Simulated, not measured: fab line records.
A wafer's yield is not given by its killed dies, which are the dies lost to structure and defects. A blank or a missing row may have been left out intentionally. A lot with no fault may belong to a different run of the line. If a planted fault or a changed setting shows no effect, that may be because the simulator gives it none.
fab line records / flow sky130
[record] lots = 12 wafers = 36 lastDay = 50
route steps=708 shown DNWELL@43 PWDE@55 RES_XHIGH@340
lots that met no fault: taken from a fault-free run of the same line
startH: start of the lot's first displayed wafer, in hours after the record's first day / waitH: hours since the lot's step before / " as in the row above / L1.1+2: a single row standing in for several wafers / - no value present, or no start provided / * or withheld: withheld / < > ~ a bound
route shown NAME@n: NAME is a module with steps in the file, n the number in the route of the first one / usual: average and standard deviation across the fault-free wafers / same: alike in all rows / chamber/n: place in a boat / sites: per-site readings / _std_site: standard deviation of those values / _edge_site: inner sites' mean taken away from outer sites' mean / radiusMm: how far each site lies from the wafer's centre / mask NAME#n: copy n / behind: the tool/chamber that last shaped the wafer / hold: what put the lot on hold/how long, in hours/how the hold closed / device: which transistor (n, p or np) failed to switch / end of line: the route-end tests of the same wafers / a step without rows: its recipe alone / killed: at the first sort, the dies lost to defects and structure; wafer yield is something else / map: per-die view of a wafer (x killed, . not killed, _ where there is no die)
set.NAME: setting as actually run; set.NAME@STEP: the setting as run at that earlier step / model.NAME: the simulator's own value behind a step, which no gauge read
one table for each step of the route and one row for each wafer, over a sample of lots
services: when a tool's chamber went out of use (startH, in hours from the record's first day, below 0 if earlier), for how many hours, and the reason
[[steps]]
[step SKY_DNWELL_STRIP_08]
[recipe] chemistry = O2/N2 powerW = 1400 pressureMtorr = 1500 platenTempC = withheld o2FlowSccm = 3000 n2FlowSccm = 300 overashFraction = 0.5
[usual] drypumpMotorCurrentA = 6.0/0.31 n2FlowSccm = 300.2/0.93 oesProductAu = 0.723/0.005 stripTimeToEndpointS = 36.92/0.093
lot.wafer=L678.2 tool=plasmaAsher-04 chamber=1 startH=63.53 waitH=0.1 drypumpMotorCurrentA=6.3 n2FlowSccm=300.2 oesProductAu=0.729 rfHoursCounterH=39 stripTimeToEndpointS=36.98
lot.wafer=L678.3 tool=plasmaAsher-04 chamber=0 startH=63.53 waitH=0.1 drypumpMotorCurrentA=6.1 n2FlowSccm=299.6 oesProductAu=0.716 rfHoursCounterH=- stripTimeToEndpointS=36.95
lot.wafer=L678.4 tool=plasmaAsher-04 chamber=1 startH=63.53 waitH=0.1 drypumpMotorCurrentA=6.3 n2FlowSccm=299.6 oesProductAu=0.719 rfHoursCounterH=- stripTimeToEndpointS=36.88
lot.wafer=L684.2 tool=plasmaAsher-03 chamber=1 startH=105.38 waitH=0.1 drypumpMotorCurrentA=5.8 n2FlowSccm=300.9 oesProductAu=0.720 rfHoursCounterH=42 stripTimeToEndpointS=37.00
lot.wafer=L684.3 tool=plasmaAsher-03 chamber=1 startH=105.38 waitH=0.1 drypumpMotorCurrentA=5.8 n2FlowSccm=300.9 oesProductAu=0.727 rfHoursCounterH=- stripTimeToEndpointS=37.00
lot.wafer=L684.4 tool=plasmaAsher-03 chamber=0 startH=105.38 waitH=0.1 drypumpMotorCurrentA=6.5 n2FlowSccm=299.6 oesProductAu=0.717 rfHoursCounterH=- stripTimeToEndpointS=36.90
lot.wafer=L685.2 tool=plasmaAsher-02 chamber=0 startH=110.65 waitH=0.1 drypumpMotorCurrentA=5.9 n2FlowSccm=359.6 oesProductAu=0.719 rfHoursCounterH=42 stripTimeToEndpointS=36.94
lot.wafer=L685.3 tool=plasmaAsher-02 chamber=0 startH=110.65 waitH=0.1 drypumpMotorCurrentA=5.9 n2FlowSccm=361.6 oesProductAu=0.731 rfHoursCounterH=- stripTimeToEndpointS=36.89
lot.wafer=L685.5 tool=plasmaAsher-02 chamber=1 startH=110.65 waitH=0.1 drypumpMotorCurrentA=5.5 n2FlowSccm=359.2 oesProductAu=0.718 rfHoursCounterH=- stripTimeToEndpointS=36.92
lot.wafer=L687.1 tool=plasmaAsher-02 chamber=1 startH=120.40 waitH=0.1 drypumpMotorCurrentA=5.5 n2FlowSccm=361.8 oesProductAu=0.727 rfHoursCounterH=43 stripTimeToEndpointS=37.01
lot.wafer=L687.4 tool=plasmaAsher-02 chamber=0 startH=120.40 waitH=0.1 drypumpMotorCurrentA=6.0 n2FlowSccm=360.3 oesProductAu=0.724 rfHoursCounterH=- stripTimeToEndpointS=36.91
lot.wafer=L687.6 tool=plasmaAsher-02 chamber=0 startH=120.40 waitH=0.1 drypumpMotorCurrentA=5.9 n2FlowSccm=361.3 oesProductAu=0.724 rfHoursCounterH=- stripTimeToEndpointS=36.97
lot.wafer=L692.1 tool=plasmaAsher-04 chamber=0 startH=139.65 waitH=0.1 drypumpMotorCurrentA=6.0 n2FlowSccm=298.9 oesProductAu=0.728 rfHoursCounterH=45 stripTimeToEndpointS=36.85
lot.wafer=L692.3 tool=plasmaAsher-04 chamber=1 startH=139.65 waitH=0.1 drypumpMotorCurrentA=6.2 n2FlowSccm=299.8 oesProductAu=0.723 rfHoursCounterH=- stripTimeToEndpointS=36.92
lot.wafer=L692.5 tool=plasmaAsher-04 chamber=1 startH=139.65 waitH=0.1 drypumpMotorCurrentA=6.2 n2FlowSccm=300.4 oesProductAu=0.721 rfHoursCounterH=- stripTimeToEndpointS=36.86
lot.wafer=L691.2 tool=plasmaAsher-03 chamber=1 startH=140.00 waitH=0.1 drypumpMotorCurrentA=5.8 n2FlowSccm=300.9 oesProductAu=0.719 rfHoursCounterH=2 stripTimeToEndpointS=36.79
lot.wafer=L691.5 tool=plasmaAsher-03 chamber=1 startH=140.00 waitH=0.1 drypumpMotorCurrentA=5.8 n2FlowSccm=302.0 oesProductAu=0.720 rfHoursCounterH=- stripTimeToEndpointS=36.84
lot.wafer=L691.6 tool=plasmaAsher-03 chamber=0 startH=140.00 waitH=0.1 drypumpMotorCurrentA=6.5 n2FlowSccm=299.3 oesProductAu=0.723 rfHoursCounterH=- stripTimeToEndpointS=36.80
lot.wafer=L693.1 tool=plasmaAsher-03 chamber=0 startH=146.40 waitH=0.1 drypumpMotorCurrentA=6.5 n2FlowSccm=300.2 oesProductAu=0.725 rfHoursCounterH=3 stripTimeToEndpointS=36.75
lot.wafer=L693.3 tool=plasmaAsher-03 chamber=1 startH=146.40 waitH=0.1 drypumpMotorCurrentA=5.8 n2FlowSccm=300.6 oesProductAu=0.726 rfHoursCounterH=- stripTimeToEndpointS=36.75
lot.wafer=L693.4 tool=plasmaAsher-03 chamber=0 startH=146.40 waitH=0.1 drypumpMotorCurrentA=6.5 n2FlowSccm=299.9 oesProductAu=0.713 rfHoursCounterH=- stripTimeToEndpointS=36.75
lot.wafer=L694.1 tool=plasmaAsher-03 chamber=0 startH=157.23 waitH=0.1 drypumpMotorCurrentA=6.5 n2FlowSccm=301.0 oesProductAu=0.716 rfHoursCounterH=4 stripTimeToEndpointS=36.91
lot.wafer=L694.3 tool=plasmaAsher-03 chamber=1 startH=157.23 waitH=0.1 drypumpMotorCurrentA=5.8 n2FlowSccm=300.4 oesProductAu=0.719 rfHoursCounterH=- stripTimeToEndpointS=36.93
lot.wafer=L694.4 tool=plasmaAsher-03 chamber=0 startH=157.23 waitH=0.1 drypumpMotorCurrentA=6.5 n2FlowSccm=300.8 oesProductAu=0.724 rfHoursCounterH=- stripTimeToEndpointS=36.97
lot.wafer=L696.1 tool=plasmaAsher-03 chamber=0 startH=163.25 waitH=0.1 drypumpMotorCurrentA=6.5 n2FlowSccm=300.7 oesProductAu=0.728 rfHoursCounterH=4 stripTimeToEndpointS=36.94
lot.wafer=L696.2 tool=plasmaAsher-03 chamber=1 startH=163.25 waitH=0.1 drypumpMotorCurrentA=5.8 n2FlowSccm=300.7 oesProductAu=0.723 rfHoursCounterH=4 stripTimeToEndpointS=37.03
lot.wafer=L696.6 tool=plasmaAsher-03 chamber=1 startH=163.25 waitH=0.1 drypumpMotorCurrentA=5.7 n2FlowSccm=297.9 oesProductAu=0.721 rfHoursCounterH=- stripTimeToEndpointS=37.04
lot.wafer=L697.1 tool=plasmaAsher-04 chamber=0 startH=163.26 waitH=0.1 drypumpMotorCurrentA=5.9 n2FlowSccm=300.0 oesProductAu=0.723 rfHoursCounterH=47 stripTimeToEndpointS=36.79
lot.wafer=L697.2 tool=plasmaAsher-04 chamber=1 startH=163.26 waitH=0.1 drypumpMotorCurrentA=6.3 n2FlowSccm=302.4 oesProductAu=0.719 rfHoursCounterH=47 stripTimeToEndpointS=36.86
lot.wafer=L697.4 tool=plasmaAsher-04 chamber=1 startH=163.26 waitH=0.1 drypumpMotorCurrentA=6.3 n2FlowSccm=299.9 oesProductAu=0.715 rfHoursCounterH=- stripTimeToEndpointS=36.77
lot.wafer=L698.1 tool=plasmaAsher-04 chamber=0 startH=170.08 waitH=0.1 drypumpMotorCurrentA=6.0 n2FlowSccm=300.0 oesProductAu=0.723 rfHoursCounterH=48 stripTimeToEndpointS=36.78
lot.wafer=L698.2 tool=plasmaAsher-04 chamber=1 startH=170.08 waitH=0.1 drypumpMotorCurrentA=6.3 n2FlowSccm=300.4 oesProductAu=0.721 rfHoursCounterH=48 stripTimeToEndpointS=36.78
lot.wafer=L698.3 tool=plasmaAsher-04 chamber=0 startH=170.08 waitH=0.1 drypumpMotorCurrentA=6.0 n2FlowSccm=300.5 oesProductAu=0.723 rfHoursCounterH=- stripTimeToEndpointS=36.83
lot.wafer=L699.1 tool=plasmaAsher-03 chamber=1 startH=176.16 waitH=0.1 drypumpMotorCurrentA=5.8 n2FlowSccm=299.8 oesProductAu=0.730 rfHoursCounterH=5 stripTimeToEndpointS=36.79
lot.wafer=L699.2 tool=plasmaAsher-03 chamber=0 startH=176.16 waitH=0.1 drypumpMotorCurrentA=6.5 n2FlowSccm=302.4 oesProductAu=0.715 rfHoursCounterH=5 stripTimeToEndpointS=36.83
lot.wafer=L699.5 tool=plasmaAsher-03 chamber=1 startH=176.16 waitH=0.1 drypumpMotorCurrentA=5.8 n2FlowSccm=298.7 oesProductAu=0.723 rfHoursCounterH=- stripTimeToEndpointS=36.78
[step SKY_PWDE_TW_MEAS_10]
[usual] PWDE_TW = 377/7.5
lot.wafer=L678.2 tool=filmMetro-02 chamber=- startH=79.66 waitH=0.1 PWDE_TW=384
lot.wafer=L678.3 tool=filmMetro-02 chamber=- startH=79.66 waitH=0.1 PWDE_TW=383
lot.wafer=L678.4 tool=filmMetro-02 chamber=- startH=79.66 waitH=0.1 PWDE_TW=382
lot.wafer=L684.2 tool=filmMetro-02 chamber=- startH=121.92 waitH=0.1 PWDE_TW=387
lot.wafer=L684.3 tool=filmMetro-02 chamber=- startH=121.92 waitH=0.1 PWDE_TW=387
lot.wafer=L684.4 tool=filmMetro-02 chamber=- startH=121.92 waitH=0.1 PWDE_TW=385
lot.wafer=L685.2 tool=filmMetro-02 chamber=- startH=128.36 waitH=0.1 PWDE_TW=385
lot.wafer=L685.3 tool=filmMetro-02 chamber=- startH=128.36 waitH=0.1 PWDE_TW=385
lot.wafer=L685.5 tool=filmMetro-02 chamber=- startH=128.36 waitH=0.1 PWDE_TW=386
lot.wafer=L687.1 tool=filmMetro-04 chamber=- startH=138.51 waitH=0.1 PWDE_TW=363
lot.wafer=L687.4 tool=filmMetro-04 chamber=- startH=138.51 waitH=0.1 PWDE_TW=365
lot.wafer=L687.6 tool=filmMetro-04 chamber=- startH=138.51 waitH=0.1 PWDE_TW=362
lot.wafer=L692.1 tool=filmMetro-03 chamber=- startH=158.30 waitH=0.1 PWDE_TW=371
lot.wafer=L692.3 tool=filmMetro-03 chamber=- startH=158.30 waitH=0.1 PWDE_TW=375
lot.wafer=L692.5 tool=filmMetro-03 chamber=- startH=158.30 waitH=0.1 PWDE_TW=371
lot.wafer=L691.2 tool=filmMetro-04 chamber=- startH=158.82 waitH=0.1 PWDE_TW=369
lot.wafer=L691.5 tool=filmMetro-04 chamber=- startH=158.82 waitH=0.1 PWDE_TW=369
lot.wafer=L691.6 tool=filmMetro-04 chamber=- startH=158.82 waitH=0.1 PWDE_TW=369
lot.wafer=L693.1 tool=filmMetro-03 chamber=- startH=165.46 waitH=0.1 PWDE_TW=373
lot.wafer=L693.3 tool=filmMetro-03 chamber=- startH=165.46 waitH=0.1 PWDE_TW=374
lot.wafer=L693.4 tool=filmMetro-03 chamber=- startH=165.46 waitH=0.1 PWDE_TW=370
lot.wafer=L694.1 tool=filmMetro-03 chamber=- startH=178.00 waitH=0.1 PWDE_TW=370
lot.wafer=L694.3 tool=filmMetro-03 chamber=- startH=178.00 waitH=0.1 PWDE_TW=370
lot.wafer=L694.4 tool=filmMetro-03 chamber=- startH=178.00 waitH=0.1 PWDE_TW=371
lot.wafer=L696.1 tool=filmMetro-02 chamber=- startH=183.51 waitH=0.1 PWDE_TW=384
lot.wafer=L696.2 tool=filmMetro-02 chamber=- startH=183.51 waitH=0.1 PWDE_TW=381
lot.wafer=L696.6 tool=filmMetro-02 chamber=- startH=183.51 waitH=0.1 PWDE_TW=384
lot.wafer=L697.1 tool=filmMetro-02 chamber=- startH=184.66 waitH=0.1 PWDE_TW=384
lot.wafer=L697.2 tool=filmMetro-02 chamber=- startH=184.66 waitH=0.1 PWDE_TW=384
lot.wafer=L697.4 tool=filmMetro-02 chamber=- startH=184.66 waitH=0.1 PWDE_TW=385
lot.wafer=L698.1 tool=filmMetro-02 chamber=- startH=190.86 waitH=0.1 PWDE_TW=382
lot.wafer=L698.2 tool=filmMetro-02 chamber=- startH=190.86 waitH=0.1 PWDE_TW=382
lot.wafer=L698.3 tool=filmMetro-02 chamber=- startH=190.86 waitH=0.1 PWDE_TW=381
lot.wafer=L699.1 tool=filmMetro-02 chamber=- startH=196.95 waitH=0.1 PWDE_TW=383
lot.wafer=L699.2 tool=filmMetro-02 chamber=- startH=196.95 waitH=0.1 PWDE_TW=385
lot.wafer=L699.5 tool=filmMetro-02 chamber=- startH=196.95 waitH=0.1 PWDE_TW=382
[step SKY_RES_XHIGH_STRIP_08]
[recipe] chemistry = O2/N2 powerW = 1400 pressureMtorr = 1500 platenTempC = withheld o2FlowSccm = 3000 n2FlowSccm = 300 overashFraction = 0.5
[usual] drypumpMotorCurrentA = 6.13/0.17 n2FlowSccm = 300.0/0.98 oesProductAu = 0.711/0.0047 stripTimeToEndpointS = 14.25/0.033
lot.wafer=L678.2 tool=plasmaAsher-03 chamber=1 startH=629.96 waitH=0.1 drypumpMotorCurrentA=5.80 n2FlowSccm=298.8 oesProductAu=0.713 rfHoursCounterH=47 stripTimeToEndpointS=14.23
lot.wafer=L678.3 tool=plasmaAsher-03 chamber=1 startH=629.96 waitH=0.1 drypumpMotorCurrentA=5.80 n2FlowSccm=297.1 oesProductAu=0.715 rfHoursCounterH=- stripTimeToEndpointS=14.25
lot.wafer=L678.4 tool=plasmaAsher-03 chamber=0 startH=629.96 waitH=0.1 drypumpMotorCurrentA=6.45 n2FlowSccm=298.7 oesProductAu=0.711 rfHoursCounterH=- stripTimeToEndpointS=14.21
lot.wafer=L684.2 tool=plasmaAsher-01 chamber=1 startH=693.11 waitH=0.1 drypumpMotorCurrentA=6.08 n2FlowSccm=299.9 oesProductAu=0.707 rfHoursCounterH=86 stripTimeToEndpointS=14.24
lot.wafer=L684.3 tool=plasmaAsher-01 chamber=0 startH=693.11 waitH=0.1 drypumpMotorCurrentA=6.15 n2FlowSccm=300.7 oesProductAu=0.713 rfHoursCounterH=- stripTimeToEndpointS=14.23
lot.wafer=L684.4 tool=plasmaAsher-01 chamber=1 startH=693.11 waitH=0.1 drypumpMotorCurrentA=6.12 n2FlowSccm=298.5 oesProductAu=0.704 rfHoursCounterH=- stripTimeToEndpointS=14.27
lot.wafer=L685.2 tool=plasmaAsher-01 chamber=1 startH=696.45 waitH=0.1 drypumpMotorCurrentA=6.11 n2FlowSccm=301.3 oesProductAu=0.707 rfHoursCounterH=86 stripTimeToEndpointS=14.21
lot.wafer=L685.3 tool=plasmaAsher-01 chamber=0 startH=696.45 waitH=0.1 drypumpMotorCurrentA=6.11 n2FlowSccm=300.0 oesProductAu=0.711 rfHoursCounterH=- stripTimeToEndpointS=14.20
lot.wafer=L685.5 tool=plasmaAsher-01 chamber=1 startH=696.45 waitH=0.1 drypumpMotorCurrentA=6.11 n2FlowSccm=299.9 oesProductAu=0.712 rfHoursCounterH=- stripTimeToEndpointS=14.20
lot.wafer=L687.1 tool=plasmaAsher-01 chamber=0 startH=719.12 waitH=0.1 drypumpMotorCurrentA=6.16 n2FlowSccm=298.5 oesProductAu=0.706 rfHoursCounterH=88 stripTimeToEndpointS=14.24
lot.wafer=L687.4 tool=plasmaAsher-01 chamber=1 startH=719.12 waitH=0.1 drypumpMotorCurrentA=6.11 n2FlowSccm=300.8 oesProductAu=0.712 rfHoursCounterH=- stripTimeToEndpointS=14.26
lot.wafer=L687.6 tool=plasmaAsher-01 chamber=1 startH=719.12 waitH=0.1 drypumpMotorCurrentA=6.14 n2FlowSccm=300.9 oesProductAu=0.703 rfHoursCounterH=- stripTimeToEndpointS=14.24
lot.wafer=L692.1 tool=plasmaAsher-01 chamber=1 startH=747.70 waitH=0.1 drypumpMotorCurrentA=6.08 n2FlowSccm=300.1 oesProductAu=0.711 rfHoursCounterH=92 stripTimeToEndpointS=14.31
lot.wafer=L692.3 tool=plasmaAsher-01 chamber=1 startH=747.70 waitH=0.1 drypumpMotorCurrentA=6.08 n2FlowSccm=301.1 oesProductAu=0.709 rfHoursCounterH=- stripTimeToEndpointS=14.28
lot.wafer=L692.5 tool=plasmaAsher-01 chamber=0 startH=747.70 waitH=0.1 drypumpMotorCurrentA=6.16 n2FlowSccm=300.1 oesProductAu=0.708 rfHoursCounterH=- stripTimeToEndpointS=14.29
lot.wafer=L691.2 tool=plasmaAsher-04 chamber=1 startH=748.60 waitH=0.1 drypumpMotorCurrentA=6.28 n2FlowSccm=302.5 oesProductAu=0.713 rfHoursCounterH=1 stripTimeToEndpointS=14.31
lot.wafer=L691.5 tool=plasmaAsher-04 chamber=0 startH=748.60 waitH=0.1 drypumpMotorCurrentA=5.97 n2FlowSccm=301.8 oesProductAu=0.706 rfHoursCounterH=- stripTimeToEndpointS=14.26
lot.wafer=L691.6 tool=plasmaAsher-04 chamber=1 startH=748.60 waitH=0.1 drypumpMotorCurrentA=6.30 n2FlowSccm=300.7 oesProductAu=0.711 rfHoursCounterH=- stripTimeToEndpointS=14.29
lot.wafer=L693.1 tool=plasmaAsher-01 chamber=1 startH=751.86 waitH=0.1 drypumpMotorCurrentA=6.10 n2FlowSccm=301.2 oesProductAu=0.706 rfHoursCounterH=92 stripTimeToEndpointS=14.27
lot.wafer=L693.3 tool=plasmaAsher-01 chamber=1 startH=751.86 waitH=0.1 drypumpMotorCurrentA=6.10 n2FlowSccm=301.1 oesProductAu=0.712 rfHoursCounterH=- stripTimeToEndpointS=14.26
lot.wafer=L693.4 tool=plasmaAsher-01 chamber=0 startH=751.86 waitH=0.1 drypumpMotorCurrentA=6.10 n2FlowSccm=298.4 oesProductAu=0.712 rfHoursCounterH=- stripTimeToEndpointS=14.34
lot.wafer=L694.1 tool=plasmaAsher-04 chamber=0 startH=771.96 waitH=0.1 drypumpMotorCurrentA=5.98 n2FlowSccm=298.5 oesProductAu=0.717 rfHoursCounterH=3 stripTimeToEndpointS=14.27
lot.wafer=L694.3 tool=plasmaAsher-04 chamber=0 startH=771.96 waitH=0.1 drypumpMotorCurrentA=6.02 n2FlowSccm=299.9 oesProductAu=0.708 rfHoursCounterH=- stripTimeToEndpointS=14.24
lot.wafer=L694.4 tool=plasmaAsher-04 chamber=1 startH=771.96 waitH=0.1 drypumpMotorCurrentA=6.31 n2FlowSccm=300.6 oesProductAu=0.710 rfHoursCounterH=- stripTimeToEndpointS=14.26
lot.wafer=L696.1 tool=plasmaAsher-01 chamber=0 startH=777.36 waitH=0.1 drypumpMotorCurrentA=6.13 n2FlowSccm=299.5 oesProductAu=0.721 rfHoursCounterH=95 stripTimeToEndpointS=14.29
lot.wafer=L696.2 tool=plasmaAsher-01 chamber=1 startH=777.36 waitH=0.1 drypumpMotorCurrentA=6.09 n2FlowSccm=299.5 oesProductAu=0.712 rfHoursCounterH=95 stripTimeToEndpointS=14.23
lot.wafer=L696.6 tool=plasmaAsher-01 chamber=1 startH=777.36 waitH=0.1 drypumpMotorCurrentA=6.10 n2FlowSccm=299.7 oesProductAu=0.701 rfHoursCounterH=- stripTimeToEndpointS=14.26
lot.wafer=L697.1 tool=plasmaAsher-03 chamber=1 startH=782.47 waitH=0.1 drypumpMotorCurrentA=5.77 n2FlowSccm=299.0 oesProductAu=0.712 rfHoursCounterH=62 stripTimeToEndpointS=14.26
lot.wafer=L697.2 tool=plasmaAsher-03 chamber=0 startH=782.47 waitH=0.1 drypumpMotorCurrentA=6.47 n2FlowSccm=300.0 oesProductAu=0.720 rfHoursCounterH=62 stripTimeToEndpointS=14.29
lot.wafer=L697.4 tool=plasmaAsher-03 chamber=0 startH=782.47 waitH=0.1 drypumpMotorCurrentA=6.47 n2FlowSccm=300.2 oesProductAu=0.707 rfHoursCounterH=- stripTimeToEndpointS=14.24
lot.wafer=L698.1 tool=plasmaAsher-01 chamber=1 startH=784.71 waitH=0.1 drypumpMotorCurrentA=6.05 n2FlowSccm=299.8 oesProductAu=0.713 rfHoursCounterH=96 stripTimeToEndpointS=14.28
lot.wafer=L698.2 tool=plasmaAsher-01 chamber=0 startH=784.71 waitH=0.1 drypumpMotorCurrentA=6.17 n2FlowSccm=299.2 oesProductAu=0.709 rfHoursCounterH=96 stripTimeToEndpointS=14.25
lot.wafer=L698.3 tool=plasmaAsher-01 chamber=0 startH=784.71 waitH=0.1 drypumpMotorCurrentA=6.16 n2FlowSccm=300.5 oesProductAu=0.717 rfHoursCounterH=- stripTimeToEndpointS=14.23
lot.wafer=L699.1 tool=plasmaAsher-03 chamber=1 startH=798.02 waitH=0.1 drypumpMotorCurrentA=5.81 n2FlowSccm=299.8 oesProductAu=0.712 rfHoursCounterH=63 stripTimeToEndpointS=14.27
lot.wafer=L699.2 tool=plasmaAsher-03 chamber=0 startH=798.02 waitH=0.1 drypumpMotorCurrentA=6.44 n2FlowSccm=300.9 oesProductAu=0.708 rfHoursCounterH=63 stripTimeToEndpointS=14.29
lot.wafer=L699.5 tool=plasmaAsher-03 chamber=0 startH=798.02 waitH=0.1 drypumpMotorCurrentA=6.44 n2FlowSccm=299.9 oesProductAu=0.710 rfHoursCounterH=- stripTimeToEndpointS=14.27
[step SKY_SD_N_RS_MEAS_18]
[recipe] thkMeasGauge = four-point-probe
[usual] RES_XHIGH_RS = 333.4/1.3
lot.wafer=L678.2 tool=filmMetro-02 chamber=- startH=659.12 waitH=0.1 RES_XHIGH_RS[ohm/sq]=332.5
lot.wafer=L678.3 tool=filmMetro-02 chamber=- startH=659.12 waitH=0.1 RES_XHIGH_RS[ohm/sq]=334.6
lot.wafer=L678.4 tool=filmMetro-02 chamber=- startH=659.12 waitH=0.1 RES_XHIGH_RS[ohm/sq]=332.3
lot.wafer=L684.2 tool=filmMetro-02 chamber=- startH=722.62 waitH=0.1 RES_XHIGH_RS[ohm/sq]=336.6
lot.wafer=L684.3 tool=filmMetro-02 chamber=- startH=722.62 waitH=0.1 RES_XHIGH_RS[ohm/sq]=336.0
lot.wafer=L684.4 tool=filmMetro-02 chamber=- startH=722.62 waitH=0.1 RES_XHIGH_RS[ohm/sq]=336.8
lot.wafer=L685.2 tool=filmMetro-03 chamber=- startH=725.95 waitH=0.1 RES_XHIGH_RS[ohm/sq]=333.8
lot.wafer=L685.3 tool=filmMetro-03 chamber=- startH=725.95 waitH=0.1 RES_XHIGH_RS[ohm/sq]=332.6
lot.wafer=L685.5 tool=filmMetro-03 chamber=- startH=725.95 waitH=0.1 RES_XHIGH_RS[ohm/sq]=332.2
lot.wafer=L687.1 tool=filmMetro-01 chamber=- startH=747.25 waitH=0.1 RES_XHIGH_RS[ohm/sq]=331.4
lot.wafer=L687.4 tool=filmMetro-01 chamber=- startH=747.25 waitH=0.1 RES_XHIGH_RS[ohm/sq]=332.3
lot.wafer=L687.6 tool=filmMetro-01 chamber=- startH=747.25 waitH=0.1 RES_XHIGH_RS[ohm/sq]=332.8
lot.wafer=L692.1 tool=filmMetro-01 chamber=- startH=775.10 waitH=0.1 RES_XHIGH_RS[ohm/sq]=333.1
lot.wafer=L692.3 tool=filmMetro-01 chamber=- startH=775.10 waitH=0.1 RES_XHIGH_RS[ohm/sq]=333.4
lot.wafer=L692.5 tool=filmMetro-01 chamber=- startH=775.10 waitH=0.1 RES_XHIGH_RS[ohm/sq]=334.0
lot.wafer=L691.2 tool=filmMetro-03 chamber=- startH=776.52 waitH=0.1 RES_XHIGH_RS[ohm/sq]=333.4
lot.wafer=L691.5 tool=filmMetro-03 chamber=- startH=776.52 waitH=0.1 RES_XHIGH_RS[ohm/sq]=334.2
lot.wafer=L691.6 tool=filmMetro-03 chamber=- startH=776.52 waitH=0.1 RES_XHIGH_RS[ohm/sq]=332.5
lot.wafer=L693.1 tool=filmMetro-01 chamber=- startH=779.00 waitH=0.1 RES_XHIGH_RS[ohm/sq]=333.5
lot.wafer=L693.3 tool=filmMetro-01 chamber=- startH=779.00 waitH=0.1 RES_XHIGH_RS[ohm/sq]=334.1
lot.wafer=L693.4 tool=filmMetro-01 chamber=- startH=779.00 waitH=0.1 RES_XHIGH_RS[ohm/sq]=332.5
lot.wafer=L694.1 tool=filmMetro-01 chamber=- startH=799.74 waitH=0.1 RES_XHIGH_RS[ohm/sq]=333.6
lot.wafer=L694.3 tool=filmMetro-01 chamber=- startH=799.74 waitH=0.1 RES_XHIGH_RS[ohm/sq]=333.2
lot.wafer=L694.4 tool=filmMetro-01 chamber=- startH=799.74 waitH=0.1 RES_XHIGH_RS[ohm/sq]=332.1
lot.wafer=L696.1 tool=filmMetro-01 chamber=- startH=805.02 waitH=0.1 RES_XHIGH_RS[ohm/sq]=333.5
lot.wafer=L696.2 tool=filmMetro-01 chamber=- startH=805.02 waitH=0.1 RES_XHIGH_RS[ohm/sq]=332.3
lot.wafer=L696.6 tool=filmMetro-01 chamber=- startH=805.02 waitH=0.1 RES_XHIGH_RS[ohm/sq]=332.7
lot.wafer=L697.1 tool=filmMetro-02 chamber=- startH=810.49 waitH=0.1 RES_XHIGH_RS[ohm/sq]=333.8
lot.wafer=L697.2 tool=filmMetro-02 chamber=- startH=810.49 waitH=0.1 RES_XHIGH_RS[ohm/sq]=332.7
lot.wafer=L697.4 tool=filmMetro-02 chamber=- startH=810.49 waitH=0.1 RES_XHIGH_RS[ohm/sq]=334.2
lot.wafer=L698.1 tool=filmMetro-02 chamber=- startH=812.05 waitH=0.1 RES_XHIGH_RS[ohm/sq]=332.9
lot.wafer=L698.2 tool=filmMetro-02 chamber=- startH=812.05 waitH=0.1 RES_XHIGH_RS[ohm/sq]=333.1
lot.wafer=L698.3 tool=filmMetro-02 chamber=- startH=812.05 waitH=0.1 RES_XHIGH_RS[ohm/sq]=333.1
lot.wafer=L699.1 tool=filmMetro-02 chamber=- startH=825.45 waitH=0.1 RES_XHIGH_RS[ohm/sq]=335.2
lot.wafer=L699.2 tool=filmMetro-02 chamber=- startH=825.45 waitH=0.1 RES_XHIGH_RS[ohm/sq]=334.3
lot.wafer=L699.5 tool=filmMetro-02 chamber=- startH=825.45 waitH=0.1 RES_XHIGH_RS[ohm/sq]=335.1
[[services]]
tool=plasmaAsher-03 chamber=- startH=47.26 hours=1.8 kind=repair
tool=plasmaAsher-03 chamber=- startH=49.29 hours=1.9 kind=repair
tool=plasmaAsher-04 chamber=- startH=63.98 hours=15.6 kind=pm
tool=plasmaAsher-03 chamber=- startH=108.75 hours=9.0 kind=pm
tool=plasmaAsher-01 chamber=- startH=245.28 hours=2.8 kind=pm
tool=plasmaAsher-02 chamber=- startH=289.18 hours=0.8 kind=repair
tool=plasmaAsher-04 chamber=- startH=307.17 hours=1.6 kind=repair
tool=plasmaAsher-01 chamber=- startH=318.18 hours=0.5 kind=repair
tool=plasmaAsher-04 chamber=- startH=342.23 hours=1.8 kind=repair
tool=plasmaAsher-02 chamber=- startH=347.63 hours=2.8 kind=pm
tool=plasmaAsher-04 chamber=- startH=374.28 hours=9.4 kind=repair
tool=plasmaAsher-03 chamber=- startH=403.86 hours=0.7 kind=repair
tool=plasmaAsher-03 chamber=- startH=407.37 hours=3.8 kind=repair
tool=plasmaAsher-04 chamber=- startH=412.00 hours=2.8 kind=pm
tool=plasmaAsher-01 chamber=- startH=479.91 hours=14.6 kind=pm
tool=plasmaAsher-01 chamber=- startH=532.70 hours=1.3 kind=repair
tool=plasmaAsher-03 chamber=- startH=535.49 hours=34.0 kind=repair
tool=plasmaAsher-01 chamber=- startH=547.79 hours=10.0 kind=pm
tool=plasmaAsher-03 chamber=- startH=606.07 hours=7.9 kind=repair
tool=plasmaAsher-03 chamber=- startH=695.68 hours=0.5 kind=repair
tool=plasmaAsher-03 chamber=- startH=707.93 hours=1.4 kind=repair
tool=plasmaAsher-03 chamber=- startH=728.29 hours=8.6 kind=repair
tool=plasmaAsher-04 chamber=- startH=733.75 hours=9.0 kind=pm
tool=plasmaAsher-04 chamber=- startH=788.76 hours=44.5 kind=pm
[[key]]
[firstSign] step = SKY_DNWELL_STRIP_08 reading = n2FlowSccm direction = up sigmas = 65 usual = 300.2 struck = 360.6
effect none on later readings
metAt SKY_DNWELL_STRIP_08
struckLots L685,L687
testerLeftOut L685,L687
notActingAt SKY_PWDE_TW_MEAS_10,SKY_RES_XHIGH_STRIP_08,SKY_SD_N_RS_MEAS_18
[fault] kind = processParameterDrift tool = plasmaAsher-02 chamber = - onsetH = 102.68 steps = SKY_DNWELL_STRIP_08 channel = n2FlowSccm offset = 60 shape = step endH = 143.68 actsIn = theseRecipesOnly stated = 300
// testerLeftOut: of these lots the tester's yield and bins aren't shown, on N5 and GAA mostly nor the transistor test; their killed dies are dies lost to structure and defects alone, not to doping, threshold or leakage, so they don't give the yield
